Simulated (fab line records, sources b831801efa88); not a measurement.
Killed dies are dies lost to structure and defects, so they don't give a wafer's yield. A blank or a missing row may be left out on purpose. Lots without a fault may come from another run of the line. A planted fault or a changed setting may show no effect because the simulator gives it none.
fab line records | flow sky130
record lots=5 wafers=15 last_day=49
route steps=708 shown SD_N@348 SD_P@359 RES_XHIGH@360 SALICIDE@361 LI_CONTACT@362
lots that met no fault: from a run of the same line without faults
start_h: hours from the record's first day to the start of the lot's first wafer shown | wait_h: hours since the lot's step before | " the same as in the row above | L1.1+2: a row that stands for several wafers | - no value, or no start given | * or withheld: withheld | < > ~ a bound
route shown NAME@n: a module of which the file shows steps, and the number in the route of the first | usual: mean/standard deviation of fault-free wafers | same: alike in all rows | chamber/n: place in a boat | sites: the reading at each site | _std_site: their standard deviation | _edge_site: outer sites' mean less inner sites' | radius_mm: how far each site lies from the wafer's centre | mask NAME#n: copy n | behind: the tool/chamber that last shaped the wafer | hold: why the lot was held/for how many hours/how that ended | device: the transistor (n, p or np) that didn't switch | end of line: the same wafers' tests at the end of the route | a step without rows: its recipe alone | killed: dies lost to structure and defects at the first sort, not the wafer's yield | map: a wafer's dies, x killed, . not, _ none there
set.NAME: the setting as run; set.NAME@STEP: as run at that earlier step | model.NAME: the simulator's own value behind a step, which no gauge read
lots at some steps of the route; a table a step, a row a wafer
services: from which hour (start_h, from the record's first day; less than 0 if before it) a tool's chamber was out of use, for how many hours, and why
## steps
# step SKY_SD_N_DEVELOP_06
# recipe resist=NOVOLAK developer=TMAH develop_time_s=60 dev_temp_c=23
# columns lot.wafer tool chamber start_h wait_h
L074.2+5+6 litho_track-03 0 664.73 0.1
L079.1+2+4 litho_track-02 0 710.98 0.1
L083.1+3+5 litho_track-03 0 741.16 0.1
L084.2+3+5 litho_track-03 0 745.23 0.1
L087.1+2+5 litho_track-03 0 767.51 0.1
# step SKY_SD_N_CD_MEAS_07
# recipe target_cd_nm=380
# usual cd_nm=380.0/2.5
# columns lot.wafer tool chamber start_h wait_h cd_nm
L074.2 cd_sem-02 - 664.88 0.1 380.1
L074.5 " - " " 379.4
L074.6 " - " " 382.0
L079.1 cd_sem-02 - 711.13 0.1 377.8
L079.2 " - " " 377.6
L079.4 " - " " 376.8
L083.1 cd_sem-02 - 741.31 0.1 379.5
L083.3 " - " " 378.4
L083.5 " - " " 379.0
L084.2 cd_sem-02 - 745.38 0.1 381.0
L084.3 " - " " 378.6
L084.5 " - " " 380.6
L087.1 cd_sem-02 - 767.66 0.1 381.0
L087.2 " - " " 384.2
L087.5 " - " " 382.6
# step SKY_SD_N_OVL_MEAS_08
# usual SD_N_OVL=0.4/1.5
# columns lot.wafer tool chamber start_h wait_h SD_N_OVL[nm]
L074.2 overlay-02 - 664.98 0.1 -0.6
L074.5 " - " " -1.2
L074.6 " - " " 0.3
L079.1 overlay-01 - 711.25 0.1 0.5
L079.2 " - " " -0.5
L079.4 " - " " 1.7
L083.1 overlay-01 - 741.43 0.1 3.2
L083.3 " - " " 1.7
L083.5 " - " " 2.0
L084.2 overlay-01 - 745.48 0.1 0.5
L084.3 " - " " 0.3
L084.5 " - " " 0.2
L087.1 overlay-02 - 767.78 0.1 1.2
L087.2 " - " " 1.0
L087.5 " - " " -0.7
# step SKY_SD_N_IMPLANT_09
# recipe species=As energy_kev=50 dose_cm2=4e+15 tilt_deg=0
# same implant_ion_amu=75
# columns lot.wafer tool chamber start_h wait_h
L074.2+5+6 implanter-01 0 665.04 0.0
L079.1+2+4 implanter-01 0 711.29 0.0
L083.1+3+5 implanter-03 0 741.46 0.0
L084.2+3+5 implanter-01 0 745.54 0.0
L087.1+2+5 implanter-03 0 767.81 0.0
# step SKY_SD_N_IMPLANT_10
# recipe species=P energy_kev=20 dose_cm2=1e+14 tilt_deg=0
# same implant_ion_amu=31
# columns lot.wafer tool chamber start_h wait_h
L074.2+5+6 implanter-01 0 665.19 0.1
L079.1+2+4 implanter-01 0 711.44 0.1
L083.1+3+5 implanter-03 0 741.61 0.1
L084.2+3+5 implanter-01 0 745.69 0.1
L087.1+2+5 implanter-03 0 767.96 0.1
# step SKY_SD_N_STRIP_11
# recipe chemistry=O2/N2 power_w=1400 pressure_mtorr=1500 platen_temp_c=withheld o2_flow_sccm=3000 n2_flow_sccm=300 overash_fraction=0.5
# usual drypump_motor_current_A=5.8/0.46 oes_product_au=0.528/0.0041 strip_time_to_endpoint_s=22.56/0.035
# columns lot.wafer tool chamber start_h wait_h drypump_motor_current_A oes_product_au rf_hours_counter_h strip_time_to_endpoint_s
L074.2 plasma_asher-04 1 665.31 0.1 6.0 0.536 25 22.56
L074.5 " 0 " " 6.4 0.532 - 22.57
L074.6 " 1 " " 6.1 0.524 - 22.52
L079.1 plasma_asher-03 1 711.59 0.1 6.1 0.525 90 22.55
L079.2 " 0 " " 6.1 0.525 90 22.58
L079.4 " 1 " " 6.1 0.526 - 22.58
L083.1 plasma_asher-02 0 741.76 0.1 5.2 0.531 64 22.57
L083.3 " 0 " " 5.2 0.531 - 22.58
L083.5 " 0 " " 5.2 0.531 - 22.54
L084.2 plasma_asher-03 0 745.81 0.1 6.1 0.536 0 22.55
L084.3 " 1 " " 6.1 0.531 - 22.53
L084.5 " 1 " " 6.1 0.524 - 22.54
L087.1 plasma_asher-04 1 768.11 0.1 6.0 0.528 35 22.62
L087.2 " 0 " " 6.3 0.529 35 22.61
L087.5 " 0 " " 6.3 0.530 - 22.61
# step SKY_SD_N_TW_MEAS_12
# usual SD_N_TW=3953/48
# columns lot.wafer tool chamber start_h wait_h SD_N_TW
L074.2 film_metro-02 - 665.42 0.1 3924
L074.5 " - " " 3929
L074.6 " - " " 3949
L079.1 film_metro-01 - 711.69 0.1 3923
L079.2 " - " " 3899
L079.4 " - " " 3916
L083.1 film_metro-02 - 741.86 0.1 3968
L083.3 " - " " 3974
L083.5 " - " " 3971
L084.2 film_metro-04 - 745.92 0.1 4024
L084.3 " - " " 4054
L084.5 " - " " 4040
L087.1 film_metro-01 - 768.21 0.1 3900
L087.2 " - " " 3880
L087.5 " - " " 3910
# step SKY_SD_N_CLEAN_13
# recipe chemistry=SC1/SC2 mix=1:4:20 temp_c=70 time_s=150 dry=n2_spin
# columns lot.wafer tool chamber start_h wait_h
L074.2+5+6 wet_bench-03 2 665.47 0.0
L079.1+2+4 wet_bench-01 2 711.75 0.1
L083.1+3+5 wet_bench-01 2 741.92 0.1
L084.2+3+5 wet_bench-02 3 745.97 0.0
L087.1+2+5 wet_bench-02 2 768.27 0.1
# step SKY_SD_N_RTA_14
# recipe temp_c=1075 time_s=2 idle_temp_c=650 ramp_up_c_per_s=150 ramp_down_c_per_s=90 ambient=N2
# usual lamp_power_pct=15.74/0.054 wafer_temp_C_max=1078.1/1.3
# columns lot.wafer tool chamber start_h wait_h lamp_power_pct wafer_temp_C_max
L074.2 rtp_anneal-02 0 665.53 0.0 15.69 1078.4
L074.5 " 0 " " 15.65 1077.6
L074.6 " 0 " " 15.74 1078.4
L079.1 rtp_anneal-01 0 711.80 0.0 15.68 1081.8
L079.2 " 0 " " 15.80 1078.2
L079.4 " 0 " " 15.68 1078.8
L083.1 rtp_anneal-01 0 741.97 0.0 15.80 1077.9
L083.3 " 0 " " 15.76 1076.8
L083.5 " 0 " " 15.73 1078.2
L084.2 rtp_anneal-02 0 746.08 0.0 15.80 1075.9
L084.3 " 0 " " 15.74 1079.0
L084.5 " 0 " " 15.78 1079.3
L087.1 rtp_anneal-01 0 768.32 0.0 15.76 1076.7
L087.2 " 0 " " 15.72 1077.9
L087.5 " 0 " " 15.72 1077.8
# step SKY_SD_N_RS_MEAS_16
# recipe thk_meas_gauge=four-point-probe
# usual SD_N_RS=68.52/0.1
# columns lot.wafer tool chamber start_h wait_h SD_N_RS[ohm/sq]
L074.2 film_metro-01 - 665.72 0.1 68.56
L074.5 " - " " 68.61
L074.6 " - " " 68.64
L079.1 film_metro-01 - 711.97 0.1 68.48
L079.2 " - " " 68.43
L079.4 " - " " 68.56
L083.1 film_metro-04 - 742.15 0.1 68.36
L083.3 " - " " 68.42
L083.5 " - " " 68.56
L084.2 film_metro-01 - 746.29 0.1 68.80
L084.3 " - " " 68.49
L084.5 " - " " 68.60
L087.1 film_metro-02 - 768.50 0.1 68.57
L087.2 " - " " 68.61
L087.5 " - " " 68.56
# step SKY_SD_N_RS_MEAS_17
# recipe thk_meas_gauge=four-point-probe
# usual SD_P_RS=146.9/0.35
# columns lot.wafer tool chamber start_h wait_h SD_P_RS[ohm/sq]
L074.2 film_metro-01 - 665.84 0.1 147.0
L074.5 " - " " 147.2
L074.6 " - " " 146.8
L079.1 film_metro-01 - 712.09 0.1 146.7
L079.2 " - " " 147.0
L079.4 " - " " 147.1
L083.1 film_metro-04 - 742.27 0.1 146.4
L083.3 " - " " 147.1
L083.5 " - " " 146.9
L084.2 film_metro-01 - 746.41 0.1 147.5
L084.3 " - " " 147.2
L084.5 " - " " 147.4
L087.1 film_metro-02 - 768.62 0.1 147.5
L087.2 " - " " 147.7
L087.5 " - " " 147.6
# step SKY_SD_N_RS_MEAS_18
# recipe thk_meas_gauge=four-point-probe
# usual RES_XHIGH_RS=333.1/1.6
# columns lot.wafer tool chamber start_h wait_h RES_XHIGH_RS[ohm/sq]
L074.2 film_metro-01 - 665.96 0.1 334.9
L074.5 " - " " 334.4
L074.6 " - " " 335.5
L079.1 film_metro-01 - 712.21 0.1 332.6
L079.2 " - " " 331.1
L079.4 " - " " 332.5
L083.1 film_metro-04 - 742.39 0.1 331.8
L083.3 " - " " 332.7
L083.5 " - " " 332.1
L084.2 film_metro-01 - 746.53 0.1 334.5
L084.3 " - " " 335.5
L084.5 " - " " 334.5
L087.1 film_metro-02 - 768.74 0.1 334.5
L087.2 " - " " 335.0
L087.5 " - " " 334.0
# step SKY_SALICIDE_CLEAN_00
# recipe chemistry=HF-last time_s=30 dilution=100:1 dry=ipa_marangoni
# columns lot.wafer tool chamber start_h wait_h
L074.2+5+6 wet_bench-04 1 666.06 0.1
L079.1+2+4 wet_bench-04 1 712.33 0.1
L083.1+3+5 wet_bench-03 2 742.51 0.1
L084.2+3+5 wet_bench-04 1 746.63 0.1
L087.1+2+5 wet_bench-01 0 768.90 0.1
# step SKY_LI_CONTACT_HDPCVD_00
# recipe material=PSG target_thk_nm=930 sigma_open_frac=0.3 time_s=155 temp_c=600 sih4_flow_sccm=60 pressure_mtorr=6
# usual susceptor_temp_C=599.99/0.27
# columns lot.wafer tool chamber start_h wait_h susceptor_temp_C
L074.2 hdpcvd-01 1 666.07 0.0 600.25
L074.5 " 0 " " 600.03
L074.6 " 2 " " 600.47
L079.1 hdpcvd-02 0 712.35 0.0 599.49
L079.2 " 1 " " 599.97
L079.4 " 0 " " 600.43
L083.1 hdpcvd-01 1 742.52 0.0 600.35
L083.3 " 0 " " 600.17
L083.5 " 1 " " 600.00
L084.2 hdpcvd-01 2 746.65 0.0 600.19
L084.3 " 0 " " 600.08
L084.5 " 0 " " 599.84
L087.1 hdpcvd-01 2 768.92 0.0 599.66
L087.2 " 1 " " 599.76
L087.5 " 0 " " 599.91
# step SKY_LI_CONTACT_THK_MEAS_01
# recipe reads=PSG_of_LI_CONTACT_HDPCVD_00
# usual LI_CONTACT_HDPCVD_THK=925/15
# columns lot.wafer tool chamber start_h wait_h LI_CONTACT_HDPCVD_THK[nm]
L074.2 film_metro-04 - 666.19 0.1 896
L074.5 " - " " 923
L074.6 " - " " 920
L079.1 film_metro-02 - 712.45 0.1 948
L079.2 " - " " 938
L079.4 " - " " 944
L083.1 film_metro-02 - 742.63 0.1 887
L083.3 " - " " 911
L083.5 " - " " 886
L084.2 film_metro-01 - 746.76 0.1 917
L084.3 " - " " 916
L084.5 " - " " 909
L087.1 film_metro-01 - 769.02 0.1 923
L087.2 " - " " 912
L087.5 " - " " 911
# step SKY_LI_CONTACT_CMP_02
# recipe material=PSG down_force_psi=4 platen_rpm=60 pad_velocity_m_s=0.94248
# usual motor_current_A=11.8/1.4 slurry_flow_ml_min=150.0/0.45 time_to_endpoint_s=33/3.4
# columns lot.wafer tool chamber start_h wait_h motor_current_A slurry_flow_ml_min time_to_endpoint_s
L074.2 cmp-02 3 666.39 0.2 12.0 150.1 32
L074.6 " 0 " " 10.0 149.9 29
L074.5 " 1 " " 11.3 150.4 28
L079.1 cmp-01 3 712.64 0.2 11.5 150.9 34
L079.2 " 0 " " 14.7 150.6 34
L079.4 " 2 " " 11.2 150.2 30
L083.1 cmp-01 2 742.74 0.1 10.8 149.3 25
L083.3 " 0 " " 15.1 149.9 35
L083.5 " 2 " " 11.0 150.1 27
L084.3 cmp-02 2 746.86 0.1 12.6 150.3 38
L084.2 " 0 " " 10.3 149.7 30
L084.5 " 2 " " 12.1 150.9 35
L087.1 cmp-02 0 771.30 2.3 9.9 149.7 30
L087.2 " 2 " " 12.9 149.9 33
L087.5 " 3 " " 11.6 149.4 38
# step SKY_LI_CONTACT_BOW_MEAS_03
# recipe mode=bow
# usual LI_CONTACT_BOW=55/6.7
# columns lot.wafer tool chamber start_h wait_h LI_CONTACT_BOW[um]
L074.2 film_metro-04 - 666.56 0.1 49
L074.5 " - " " 64
L074.6 " - " " 51
L079.1 film_metro-04 - 712.94 0.2 44
L079.2 " - " " 57
L079.4 " - " " 53
L083.1 film_metro-04 - 742.99 0.2 50
L083.3 " - " " 61
L083.5 " - " " 58
L084.2 film_metro-01 - 747.13 0.1 55
L084.3 " - " " 57
L084.5 " - " " 44
L087.1 film_metro-02 - 771.55 0.2 49
L087.2 " - " " 57
L087.5 " - " " 50
# step SKY_LI_CONTACT_DEHYDRATE_04
# recipe temp_c=200 time_s=60
# columns lot.wafer tool chamber start_h wait_h
L074.2+5+6 litho_track-03 0 681.43 14.9
L079.1+2+4 litho_track-03 0 725.61 12.6
L083.1+3+5 litho_track-04 0 755.72 12.7
L084.2+3+5 litho_track-03 0 760.48 13.3
L087.1+2+5 litho_track-01 0 784.33 12.8
# step SKY_LI_CONTACT_HMDS_05
# recipe prime_time_s=60 prime_temp_c=120
# same prime_time_s=60
# columns lot.wafer tool chamber start_h wait_h
L074.2+5+6 litho_track-03 0 681.58 0.1
L079.1+2+4 litho_track-03 0 725.76 0.1
L083.1+3+5 litho_track-04 0 755.87 0.1
L084.2+3+5 litho_track-03 0 760.63 0.1
L087.1+2+5 litho_track-01 0 784.48 0.1
# step SKY_LI_CONTACT_COAT_06
# recipe resist=BARC temp_c=withheld time_s=withheld spin_rpm=3000 resist_thk_nm=60
# usual dispense_pressure_kPa=49/3.4
# columns lot.wafer tool chamber start_h wait_h dispense_pressure_kPa
L074.2 litho_track-03 0 681.73 0.1 49
L074.5 " 0 " " 49
L074.6 " 0 " " 49
L079.1 litho_track-03 0 725.91 0.1 49
L079.2 " 0 " " 49
L079.4 " 0 " " 49
L083.1 litho_track-04 0 756.02 0.1 43
L083.3 " 0 " " 43
L083.5 " 0 " " 43
L084.2 litho_track-03 0 760.78 0.1 49
L084.3 " 0 " " 49
L084.5 " 0 " " 49
L087.1 litho_track-01 0 784.63 0.1 52
L087.2 " 0 " " 52
L087.5 " 0 " " 52
# step SKY_LI_CONTACT_COAT_07
# recipe resist=KrF-thick spin_rpm=3000 resist_thk_nm=450
# usual dispense_pressure_kPa=49/3.4
# columns lot.wafer tool chamber start_h wait_h dispense_pressure_kPa
L074.2 litho_track-03 0 - - 49
L074.5 " 0 " " 49
L074.6 " 0 " " 49
L079.1 litho_track-03 0 - - 49
L079.2 " 0 " " 49
L079.4 " 0 " " 49
L083.1 litho_track-04 0 - - 43
L083.3 " 0 " " 43
L083.5 " 0 " " 43
L084.2 litho_track-03 0 - - 49
L084.3 " 0 " " 49
L084.5 " 0 " " 49
L087.1 litho_track-01 0 - - 52
L087.2 " 0 " " 52
L087.5 " 0 " " 52
# step SKY_LI_CONTACT_SOFTBAKE_08
# recipe temp_c=100 time_s=90 resist=KrF-thick
# columns lot.wafer tool chamber start_h wait_h
L074.2+5+6 litho_track-03 0 - -
L079.1+2+4 litho_track-03 0 - -
L083.1+3+5 litho_track-04 0 - -
L084.2+3+5 litho_track-03 0 - -
L087.1+2+5 litho_track-01 0 - -
# step SKY_LI_CONTACT_EXPOSE_09
# recipe mask_id=LICM1 na=0.8 source_shape=annular sigma_inner=0.55 sigma_outer=0.85 target_cd_nm=170 dose_mj=38
# columns lot.wafer tool chamber start_h wait_h mask
L074.2+5+6 krf_scanner-02 0 - - LICM1#0
L079.1+2+4 krf_scanner-02 0 - - LICM1#0
L083.1+3+5 krf_scanner-02 0 - - LICM1#0
L084.2+3+5 krf_scanner-02 0 - - LICM1#0
L087.1+2+5 krf_scanner-02 0 - - LICM1#0
# step SKY_LI_CONTACT_PEB_10
# recipe peb_temp_c=withheld peb_time_s=withheld resist=KrF-thick
# columns lot.wafer tool chamber start_h wait_h
L074.2+5+6 litho_track-03 0 - -
L079.1+2+4 litho_track-04 0 - -
L083.1+3+5 litho_track-01 0 - -
L084.2+3+5 litho_track-01 0 - -
L087.1+2+5 litho_track-01 0 - -
# step SKY_LI_CONTACT_DEVELOP_11
# recipe develop_time_s=60 resist=KrF-thick dev_temp_c=21
# columns lot.wafer tool chamber start_h wait_h
L074.2+5+6 litho_track-03 0 - -
L079.1+2+4 litho_track-04 0 - -
L083.1+3+5 litho_track-01 0 - -
L084.2+3+5 litho_track-01 0 - -
L087.1+2+5 litho_track-01 0 - -
# step SKY_LI_CONTACT_CD_MEAS_12
# recipe target_cd_nm=170
# usual cd_nm=169.8/1.5
# columns lot.wafer tool chamber start_h wait_h cd_nm
L074.2 cd_sem-02 - 695.03 - 169.0
L074.5 " - " " 169.1
L074.6 " - " " 169.0
L079.1 cd_sem-01 - 741.17 - 168.3
L079.2 " - " " 169.0
L079.4 " - " " 168.6
L083.1 cd_sem-01 - 769.53 - 169.0
L083.3 " - " " 166.6
L083.5 " - " " 167.2
L084.2 cd_sem-01 - 775.00 - 171.6
L084.3 " - " " 170.1
L084.5 " - " " 170.7
L087.1 cd_sem-02 - 798.43 - 171.8
L087.2 " - " " 170.1
L087.5 " - " " 169.5
# step SKY_LI_CONTACT_OVL_MEAS_13
# usual LI_CONTACT_OVL=-3/5.7
# columns lot.wafer tool chamber start_h wait_h LI_CONTACT_OVL[nm]
L074.2 overlay-02 - 695.13 0.1 -6
L074.5 " - " " -12
L074.6 " - " " -7
L079.1 overlay-02 - 741.29 0.1 -6
L079.2 " - " " 6
L079.4 " - " " 1
L083.1 overlay-02 - 769.65 0.1 1
L083.3 " - " " 0
L083.5 " - " " -7
L084.2 overlay-01 - 775.11 0.1 1
L084.3 " - " " -9
L084.5 " - " " -1
L087.1 overlay-01 - 798.55 0.1 -6
L087.2 " - " " 5
L087.5 " - " " -9
# step SKY_LI_CONTACT_ETCH_14
# recipe chemistry=N2/H2 target=BARC ion_energy_ev=200 source_w=500 bias_w=100 pressure_mtorr=30 n2_flow_sccm=100 h2_flow_sccm=200 stop_on=SiO2 time_s=45.9 target_depth_a=600
# usual drypump_motor_current_A=5.8/0.47 oes_product_au=0.855/0.0041 throttle_valve_pct=13.225/0.0099
# columns lot.wafer tool chamber start_h wait_h drypump_motor_current_A oes_product_au rf_hours_counter_h throttle_valve_pct
L074.2 rie_diel-04 2 695.16 0.0 6.2 0.849 7 13.222
L074.5 " 2 " " 6.1 0.860 - 13.233
L074.6 " 3 " " 4.8 0.854 - 13.243
L079.1 rie_diel-02 3 741.33 0.0 6.0 0.860 7 13.223
L079.2 " 1 " " 5.6 0.851 0 13.214
L079.4 " 2 " " 6.2 0.859 19 13.233
L083.1 rie_diel-03 0 769.69 0.0 5.9 0.856 1 13.215
L083.3 " 1 " " 5.3 0.856 19 13.224
L083.5 " 1 " " 5.3 0.859 - 13.218
L084.2 rie_diel-02 2 775.14 0.0 6.2 0.856 20 13.223
L084.3 " 3 " " 6.0 0.854 8 13.225
L084.5 " 3 " " 6.0 0.857 - 13.224
L087.1 rie_diel-03 1 798.59 0.0 5.3 0.858 20 13.220
L087.2 " 3 " " 6.3 0.855 5 13.245
L087.5 " 3 " " 6.3 0.858 - 13.231
# step SKY_LI_CONTACT_ETCH_15
# recipe target=PSG chemistry=C4F8/O2/Ar stop_on=Si taper_deg=4.15 mask_material=KrF-thick source_w=1500 bias_w=1200 pressure_mtorr=40 c4f8_flow_sccm=withheld O2_flow_sccm=6 Ar_flow_sccm=300 time_s=withheld target_depth_a=6000
# usual oes_product_au=0.837/0.0044
# columns lot.wafer tool chamber start_h wait_h oes_product_au
L074.2 rie_diel-04 2 695.21 0.0 0.843
L074.5 " 2 " " 0.835
L074.6 " 3 " " 0.837
L079.1 rie_diel-02 3 741.37 0.0 0.841
L079.2 " 1 " " 0.835
L079.4 " 2 " " 0.834
L083.1 rie_diel-03 0 769.73 0.0 0.846
L083.3 " 1 " " 0.835
L083.5 " 1 " " 0.837
L084.2 rie_diel-02 2 775.18 0.0 0.828
L084.3 " 3 " " 0.835
L084.5 " 3 " " 0.838
L087.1 rie_diel-03 1 798.63 0.0 0.837
L087.2 " 3 " " 0.836
L087.5 " 3 " " 0.841
# step SKY_LI_CONTACT_STRIP_16
# recipe chemistry=O2/N2 power_w=1400 pressure_mtorr=1500 platen_temp_c=withheld o2_flow_sccm=3000 n2_flow_sccm=300 overash_fraction=0.5
# usual drypump_motor_current_A=5.8/0.46 oes_product_au=0.376/0.005 strip_time_to_endpoint_s=3.50/0.044
# columns lot.wafer tool chamber start_h wait_h drypump_motor_current_A oes_product_au rf_hours_counter_h strip_time_to_endpoint_s
L074.2 plasma_asher-03 1 695.29 - 6.1 0.377 88 3.42
L074.5 " 0 " " 6.1 0.371 - 3.45
L074.6 " 1 " " 6.1 0.379 - 3.50
L079.1 plasma_asher-02 0 741.45 - 5.2 0.373 64 3.48
L079.2 " 1 " " 5.2 0.387 64 3.53
L079.4 " 1 " " 5.2 0.383 - 3.51
L083.1 plasma_asher-01 0 769.81 - 5.3 0.377 91 3.52
L083.3 " 0 " " 5.3 0.380 - 3.48
L083.5 " 1 " " 6.4 0.374 - 3.50
L084.2 plasma_asher-02 0 775.26 - 5.2 0.378 67 3.49
L084.3 " 0 " " 5.2 0.375 - 3.48
L084.5 " 1 " " 5.2 0.366 - 3.45
L087.1 plasma_asher-01 1 798.71 - 6.3 0.376 93 3.46
L087.2 " 0 " " 5.3 0.377 93 3.52
L087.5 " 1 " " 6.3 0.375 - 3.52
# step SKY_LI_CONTACT_CLEAN_17
# recipe chemistry=NMP time_s=600 temp_c=60 dry=n2_spin
# columns lot.wafer tool chamber start_h wait_h
L074.2+5+6 wet_bench-04 1 695.39 0.1
L079.1+2+4 wet_bench-03 3 741.55 0.1
L083.1+3+5 wet_bench-04 0 769.91 0.1
L084.2+3+5 wet_bench-02 3 775.36 0.1
L087.1+2+5 wet_bench-04 0 798.81 0.1
# step SKY_LI_CONTACT_PRE_CLEAN_18
# recipe gas=Ar time_s=5.6 bias_v=358
# columns lot.wafer tool chamber start_h wait_h
L074.2+5+6 pvd_sputter-04 - 695.60 0.0
L079.1+2+4 pvd_sputter-01 - 741.73 0.0
L083.1+3+5 pvd_sputter-02 - 770.11 0.0
L084.2+3+5 pvd_sputter-01 - 775.54 0.0
L087.1+2+5 pvd_sputter-02 - 799.01 0.0
# step SKY_LI_CONTACT_SPUTTER_19
# recipe material=Ti target_thk_nm=20 chamber_pressure_pa=5 power_w=2500 substrate_temp_c=200 time_s=106.37
# usual throttle_valve_pct=30.2/1.1
# columns lot.wafer tool chamber start_h wait_h throttle_valve_pct
L074.2 pvd_sputter-04 - 695.62 0.0 29.8
L074.5 " - " " 30.4
L074.6 " - " " 29.8
L079.1 pvd_sputter-01 - 741.75 0.0 31.1
L079.2 " - " " 31.6
L079.4 " - " " 29.5
L083.1 pvd_sputter-02 - 770.13 0.0 28.5
L083.3 " - " " 31.3
L083.5 " - " " 31.2
L084.2 pvd_sputter-01 - 775.56 0.0 31.0
L084.3 " - " " 31.2
L084.5 " - " " 31.0
L087.1 pvd_sputter-02 - 799.03 0.0 29.8
L087.2 " - " " 28.6
L087.5 " - " " 31.3
# step SKY_LI_CONTACT_SPUTTER_20
# recipe material=TiN target_thk_nm=20 chamber_pressure_pa=5 power_w=4000 time_s=80
# usual throttle_valve_pct=30.2/1.1
# columns lot.wafer tool chamber start_h wait_h throttle_valve_pct
L074.2 pvd_sputter-04 - 695.70 0.0 29.8
L074.5 " - " " 30.5
L074.6 " - " " 29.7
L079.1 pvd_sputter-01 - 741.82 0.0 31.1
L079.2 " - " " 31.0
L079.4 " - " " 29.6
L083.1 pvd_sputter-02 - 770.20 0.0 28.2
L083.3 " - " " 31.3
L083.5 " - " " 31.4
L084.2 pvd_sputter-01 - 775.64 0.0 30.9
L084.3 " - " " 31.4
L084.5 " - " " 31.0
L087.1 pvd_sputter-02 - 799.10 0.0 29.9
L087.2 " - " " 28.5
L087.5 " - " " 31.4
# step SKY_LI_CONTACT_CVD_21
# recipe material=W target_thk_nm=400 time_s=120.56 temp_c=400 pressure_torr=40
# usual chamber_pressure_Torr=40.01/0.083 heater_power_w=856/88 susceptor_temp_C=400.00/0.21
# columns lot.wafer tool chamber start_h wait_h chamber_pressure_Torr heater_power_w susceptor_temp_C
L074.2 cvd_w-01 0 695.76 0.0 39.99 980 400.23
L074.5 " 1 " " 39.93 794 399.70
L074.6 " 0 " " 40.08 956 399.72
L079.1 cvd_w-02 0 741.89 0.0 39.87 878 399.99
L079.2 " 1 " " 40.03 763 400.22
L079.4 " 0 " " 39.96 863 400.03
L083.1 cvd_w-02 1 770.26 0.0 39.89 768 399.88
L083.3 " 0 " " 39.98 878 399.90
L083.5 " 0 " " 40.09 879 400.20
L084.2 cvd_w-02 1 775.70 0.0 40.03 743 399.97
L084.3 " 1 " " 39.96 738 400.40
L084.5 " 0 " " 39.99 875 399.83
L087.1 cvd_w-02 1 799.16 0.0 40.01 761 399.78
L087.2 " 0 " " 40.13 877 400.43
L087.5 " 1 " " 40.03 759 399.76
# step SKY_LI_CONTACT_RS_MEAS_22
# recipe thk_meas_gauge=four-point-probe reads=W_of_LI_CONTACT_CVD_21+TiN_of_LI_CONTACT_SPUTTER_20+Ti_of_LI_CONTACT_SPUTTER_19
# usual LI_CONTACT_W_RS=0.282/0.0035
# columns lot.wafer tool chamber start_h wait_h LI_CONTACT_W_RS[ohm/sq]
L074.2 film_metro-01 - 695.90 0.1 0.280
L074.5 " - " " 0.275
L074.6 " - " " 0.282
L079.1 film_metro-01 - 742.01 0.1 0.283
L079.2 " - " " 0.287
L079.4 " - " " 0.283
L083.1 film_metro-01 - 770.39 0.1 0.290
L083.3 " - " " 0.287
L083.5 " - " " 0.285
L084.2 film_metro-01 - 775.84 0.1 0.283
L084.3 " - " " 0.283
L084.5 " - " " 0.280
L087.1 film_metro-02 - 799.29 0.1 0.286
L087.2 " - " " 0.283
L087.5 " - " " 0.288
# step SKY_LI_CONTACT_THK_MEAS_23
# recipe thk_meas_gauge=xrf reads=W_of_LI_CONTACT_CVD_21
# usual LI_CONTACT_W_THK=417/8.2
# columns lot.wafer tool chamber start_h wait_h LI_CONTACT_W_THK[nm]
L074.2 film_metro-01 - 696.01 0.1 414
L074.5 " - " " 422
L074.6 " - " " 408
L079.1 film_metro-01 - 742.13 0.1 411
L079.2 " - " " 407
L079.4 " - " " 418
L083.1 film_metro-01 - 770.51 0.1 400
L083.3 " - " " 405
L083.5 " - " " 409
L084.2 film_metro-01 - 775.95 0.1 409
L084.3 " - " " 408
L084.5 " - " " 414
L087.1 film_metro-02 - 799.41 0.1 409
L087.2 " - " " 412
L087.5 " - " " 407
# step SKY_LI_CONTACT_CMP_24
# recipe stop_on=PSG t_overpolish_s=20 down_force_psi=3.5 platen_rpm=60 target_thk_nm=0 pad_velocity_m_s=0.94248
# usual motor_current_A=10.6/1 overpolish_run_s=20.000/0.0089 slurry_flow_ml_min=150.0/0.5 time_to_endpoint_s=97/4.9
# columns lot.wafer tool chamber start_h wait_h motor_current_A overpolish_run_s slurry_flow_ml_min time_to_endpoint_s
L074.2 cmp-02 3 696.21 0.2 11.2 20.005 150.7 103
L074.5 " 0 " " 9.0 19.996 150.5 96
L074.6 " 1 " " 11.2 20.006 149.1 91
L079.1 cmp-02 0 742.19 0.1 9.3 19.993 150.3 94
L079.2 " 2 " " 11.3 20.001 149.4 102
L079.4 " 3 " " 10.5 20.012 150.5 105
L083.1 cmp-02 3 772.20 1.7 11.0 19.999 149.9 99
L083.3 " 1 " " 11.5 19.998 149.7 91
L083.5 " 3 " " 11.0 19.993 150.6 101
L084.2 cmp-02 0 776.10 0.1 9.1 20.000 149.8 97
L084.3 " 1 " " 10.6 20.001 151.0 91
L084.5 " 3 " " 11.4 19.994 150.8 107
L087.1 cmp-01 2 799.52 0.1 9.5 20.010 149.7 97
L087.2 " 3 " " 10.0 20.010 149.9 103
L087.5 " 2 " " 10.3 19.999 150.1 95
## services
# columns tool chamber start_h hours kind
cmp-02 - 652.22 11.4 repair
cmp-02 - 653.13 0.4 repair
implanter-03 - 658.18 2.4 repair
cmp-02 - 658.80 1.1 repair
implanter-03 - 663.04 5.4 repair
pvd_sputter-01 - 689.78 0.5 repair
rie_diel-02 1 692.54 13.6 repair
cmp-02 - 697.57 0.5 repair
rie_diel-02 3 697.93 4.0 repair
cvd_w-02 - 698.95 2.6 repair
cmp-02 - 733.95 2.6 repair
cmp-02 - 740.93 1.0 repair
krf_scanner-02 - 743.04 0.8 pm
krf_scanner-02 - 751.52 1.0 pm
cmp-02 - 751.87 4.0 pm
cmp-02 - 762.64 0.6 repair
pvd_sputter-01 - 765.03 9.7 repair
cmp-02 - 768.50 2.5 repair
pvd_sputter-01 - 773.39 1.7 repair
krf_scanner-02 - 789.17 1.3 pm
implanter-01 - 791.10 4.7 pm
krf_scanner-02 - 791.16 1.0 repair
implanter-01 - 795.78 4.0 pm
cmp-02 - 798.65 2.1 repair
## key
fault none
